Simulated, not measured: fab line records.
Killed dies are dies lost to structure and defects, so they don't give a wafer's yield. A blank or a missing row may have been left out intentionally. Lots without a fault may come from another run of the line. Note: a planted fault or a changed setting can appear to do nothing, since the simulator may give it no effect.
Which tool was responsible? || flow sky130 || 10 lots, 30 wafers sampled, at 4 steps of a route of 708

WHAT EACH GAUGE READ, for each wafer
SKY_PASSIVATION_THK_MEAS_03.
{"lot": "L446", "measured": "day 44 09:06", "on": "filmMetro-01", "PASSIVATION_CVD_02_THK (nm)": "542 546 547"}
{"lot": "L447", "measured": "day 44 17:59", "on": "filmMetro-01", "PASSIVATION_CVD_02_THK (nm)": "542 547 544"}
{"lot": "L449", "measured": "day 45 13:10", "on": "filmMetro-02", "PASSIVATION_CVD_02_THK (nm)": "536 538 585"}
{"lot": "L452", "measured": "day 46 04:22", "on": "filmMetro-04", "PASSIVATION_CVD_02_THK (nm)": "543 538 549"}
{"lot": "L453", "measured": "day 46 08:21", "on": "filmMetro-01", "PASSIVATION_CVD_02_THK (nm)": "583 543 555"}
{"lot": "L463", "measured": "day 48 17:28", "on": "filmMetro-04", "PASSIVATION_CVD_02_THK (nm)": "542 534 552"}
{"lot": "L464", "measured": "day 48 20:34", "on": "filmMetro-02", "PASSIVATION_CVD_02_THK (nm)": "541 538 554"}
{"lot": "L465", "measured": "day 49 03:53", "on": "filmMetro-02", "PASSIVATION_CVD_02_THK (nm)": "542 549 539"}
{"lot": "L466", "measured": "day 49 09:41", "on": "filmMetro-02", "PASSIVATION_CVD_02_THK (nm)": "538 535 543"}
{"lot": "L467", "measured": "day 49 12:23", "on": "filmMetro-04", "PASSIVATION_CVD_02_THK (nm)": "536 545 543"}

TOOL THAT RAN EACH LOT (tool first, then ch and the chambers of the sampled wafers, then the start)
{"lot": "L446", "SKY_METAL4_DESCUM_15": "rieMetal-04 ch 0,1, day 42 08:09", "SKY_VIA4_STRIP_13": "plasmaAsher-04 ch 0,1, day 43 08:01", "SKY_PASSIVATION_CVD_02": "pecvd-03 ch 0,1,2, day 44 08:52"}
{"lot": "L447", "SKY_METAL4_DESCUM_15": "rieMetal-01 ch 1, day 42 15:42", "SKY_VIA4_STRIP_13": "plasmaAsher-02 ch 0,1, day 43 16:48", "SKY_PASSIVATION_CVD_02": "pecvd-02 ch 0,1,2, day 44 17:45"}
{"lot": "L449", "SKY_METAL4_DESCUM_15": "rieMetal-02 ch 0,1, day 43 13:34", "SKY_VIA4_STRIP_13": "plasmaAsher-03 ch 0,1, day 44 13:07", "SKY_PASSIVATION_CVD_02": "pecvd-02 ch 0,1,2, day 45 12:56"}
{"lot": "L452", "SKY_METAL4_DESCUM_15": "rieMetal-02 ch 0,1, day 44 05:36", "SKY_VIA4_STRIP_13": "plasmaAsher-02 ch 0,1, day 45 04:47", "SKY_PASSIVATION_CVD_02": "pecvd-01 ch 1,2, day 46 04:08"}
{"lot": "L453", "SKY_METAL4_DESCUM_15": "rieMetal-01 ch 0,1, day 44 10:10", "SKY_VIA4_STRIP_13": "plasmaAsher-03 ch 0,1, day 45 09:32", "SKY_PASSIVATION_CVD_02": "pecvd-02 ch 0,1, day 46 08:07"}
{"lot": "L463", "SKY_METAL4_DESCUM_15": "rieMetal-01 ch 0,1, day 46 23:13", "SKY_VIA4_STRIP_13": "plasmaAsher-03 ch 0,1, day 47 20:37", "SKY_PASSIVATION_CVD_02": "pecvd-01 ch 1,2, day 48 17:15"}
{"lot": "L464", "SKY_METAL4_DESCUM_15": "rieMetal-04 ch 0, day 47 01:24", "SKY_VIA4_STRIP_13": "plasmaAsher-03 ch 0,1, day 47 23:22", "SKY_PASSIVATION_CVD_02": "pecvd-02 ch 1,2, day 48 20:21"}
{"lot": "L465", "SKY_METAL4_DESCUM_15": "rieMetal-04 ch 0,1, day 47 09:00", "SKY_VIA4_STRIP_13": "plasmaAsher-03 ch 0,1, day 48 06:28", "SKY_PASSIVATION_CVD_02": "pecvd-01 ch 0,1,2, day 49 03:40"}
{"lot": "L466", "SKY_METAL4_DESCUM_15": "rieMetal-04 ch 0,1, day 47 17:04", "SKY_VIA4_STRIP_13": "plasmaAsher-04 ch 0,1, day 48 13:04", "SKY_PASSIVATION_CVD_02": "pecvd-02 ch 0,1,2, day 49 09:28"}
{"lot": "L467", "SKY_METAL4_DESCUM_15": "rieMetal-04 ch 0,1, day 47 19:00", "SKY_VIA4_STRIP_13": "plasmaAsher-03 ch 0,1, day 48 15:49", "SKY_PASSIVATION_CVD_02": "pecvd-02 ch 1,2, day 49 12:09"}
- SKY_METAL4_DESCUM_15: chemistry O2, time 8 s.
- SKY_VIA4_STRIP_13: strips in O2/N2.
- SKY_PASSIVATION_CVD_02: deposits Si3N4, target thk 540 nm.

WHAT THE TOOLS THEMSELVES READ (means of the sampled wafers that have a number; where no wafer has one, the mark that the record gives instead)
SKY_METAL4_DESCUM_15.
{"lot": "L446", "tool": "rieMetal-04", "drypumpMotorCurrentA (A)": 5.8, "oesProductAu (a.u.)": 0.990}
{"lot": "L447", "tool": "rieMetal-01", "drypumpMotorCurrentA (A)": 4.7, "oesProductAu (a.u.)": 1.006}
{"lot": "L449", "tool": "rieMetal-02", "drypumpMotorCurrentA (A)": 5.5, "oesProductAu (a.u.)": 1.003}
{"lot": "L452", "tool": "rieMetal-02", "drypumpMotorCurrentA (A)": 5.5, "oesProductAu (a.u.)": 0.990}
{"lot": "L453", "tool": "rieMetal-01", "drypumpMotorCurrentA (A)": 5.7, "oesProductAu (a.u.)": 0.994}
{"lot": "L463", "tool": "rieMetal-01", "drypumpMotorCurrentA (A)": 5.2, "oesProductAu (a.u.)": 0.989}
{"lot": "L464", "tool": "rieMetal-04", "drypumpMotorCurrentA (A)": 5.9, "oesProductAu (a.u.)": 1.005}
{"lot": "L465", "tool": "rieMetal-04", "drypumpMotorCurrentA (A)": 5.9, "oesProductAu (a.u.)": 0.997}
{"lot": "L466", "tool": "rieMetal-04", "drypumpMotorCurrentA (A)": 5.8, "oesProductAu (a.u.)": 1.002}
{"lot": "L467", "tool": "rieMetal-04", "drypumpMotorCurrentA (A)": 5.8, "oesProductAu (a.u.)": 1.000}

SKY_VIA4_STRIP_13.
{"lot": "L446", "tool": "plasmaAsher-04", "drypumpMotorCurrentA (A)": 5.7, "n2FlowSccm (sccm)": 299.8, "oesProductAu (a.u.)": 0.708, "stripTimeToEndpointS (s)": 12.823}
{"lot": "L447", "tool": "plasmaAsher-02", "drypumpMotorCurrentA (A)": 6.0, "n2FlowSccm (sccm)": 300.4, "oesProductAu (a.u.)": 0.710, "stripTimeToEndpointS (s)": 12.811}
{"lot": "L449", "tool": "plasmaAsher-03", "drypumpMotorCurrentA (A)": 5.4, "n2FlowSccm (sccm)": 300.6, "oesProductAu (a.u.)": 0.709, "stripTimeToEndpointS (s)": 12.866}
{"lot": "L452", "tool": "plasmaAsher-02", "drypumpMotorCurrentA (A)": 6.0, "n2FlowSccm (sccm)": 300.5, "oesProductAu (a.u.)": 0.709, "stripTimeToEndpointS (s)": 12.810}
{"lot": "L453", "tool": "plasmaAsher-03", "drypumpMotorCurrentA (A)": 5.4, "n2FlowSccm (sccm)": 300.1, "oesProductAu (a.u.)": 0.712, "stripTimeToEndpointS (s)": 12.798}
{"lot": "L463", "tool": "plasmaAsher-03", "drypumpMotorCurrentA (A)": 5.2, "n2FlowSccm (sccm)": 299.5, "oesProductAu (a.u.)": 0.710, "stripTimeToEndpointS (s)": 12.802}
{"lot": "L464", "tool": "plasmaAsher-03", "drypumpMotorCurrentA (A)": 5.2, "n2FlowSccm (sccm)": 301.0, "oesProductAu (a.u.)": 0.705, "stripTimeToEndpointS (s)": 12.783}
{"lot": "L465", "tool": "plasmaAsher-03", "drypumpMotorCurrentA (A)": 5.2, "n2FlowSccm (sccm)": 300.4, "oesProductAu (a.u.)": 0.720, "stripTimeToEndpointS (s)": 12.816}
{"lot": "L466", "tool": "plasmaAsher-04", "drypumpMotorCurrentA (A)": 5.7, "n2FlowSccm (sccm)": 300.8, "oesProductAu (a.u.)": 0.708, "stripTimeToEndpointS (s)": 12.807}
{"lot": "L467", "tool": "plasmaAsher-03", "drypumpMotorCurrentA (A)": 5.5, "n2FlowSccm (sccm)": 300.3, "oesProductAu (a.u.)": 0.711, "stripTimeToEndpointS (s)": 12.810}

SKY_PASSIVATION_CVD_02.
{"lot": "L446", "tool": "pecvd-03", "heaterPowerW (W)": 731}
{"lot": "L447", "tool": "pecvd-02", "heaterPowerW (W)": 673}
{"lot": "L449", "tool": "pecvd-02", "heaterPowerW (W)": 692}
{"lot": "L452", "tool": "pecvd-01", "heaterPowerW (W)": 671}
{"lot": "L453", "tool": "pecvd-02", "heaterPowerW (W)": 596}
{"lot": "L463", "tool": "pecvd-01", "heaterPowerW (W)": 738}
{"lot": "L464", "tool": "pecvd-02", "heaterPowerW (W)": 620}
{"lot": "L465", "tool": "pecvd-01", "heaterPowerW (W)": 696}
{"lot": "L466", "tool": "pecvd-02", "heaterPowerW (W)": 674}
{"lot": "L467", "tool": "pecvd-02", "heaterPowerW (W)": 618}

THE ANSWER, worked out from the rows above alone
Rule: usual is defined by the lots themselves. The widest of any qualifying gaps counts: lots, ordered by their means at a reading, are off when they make up no more than a third of the lots, leave a main group of 4 or more, and stand apart from it by 3 or more times the standard deviation of that group's means. The tables above print the reading to a certain number of digits; a main group whose means all agree to those digits is not used. A lot without any number at a reading at which 4 lots or more have one is off too. Where the step has rows for the other lots, those lots are counted as sound. After the gauges, taken in route order, come the tools' own readings; for these a lot's mean is taken, as printed above. The first step at which some lot is off is used, and at that step the reading that is off furthest; a lot without a number counts as furthest.
Off: at SKY_PASSIVATION_THK_MEAS_03 (PASSIVATION_CVD_02_THK), L449, L453. The main group has a mean of 543 nm with a standard deviation of 1.9.
A tool fits if, at a process step before that reading, it ran every lot that is off, and no sound lot after the first of them. Gauges at SKY_PASSIVATION_THK_MEAS_03: tried the same way as those tools. Of those tried, none fits.

WHAT WAS PUT IN BY THE SIMULATOR
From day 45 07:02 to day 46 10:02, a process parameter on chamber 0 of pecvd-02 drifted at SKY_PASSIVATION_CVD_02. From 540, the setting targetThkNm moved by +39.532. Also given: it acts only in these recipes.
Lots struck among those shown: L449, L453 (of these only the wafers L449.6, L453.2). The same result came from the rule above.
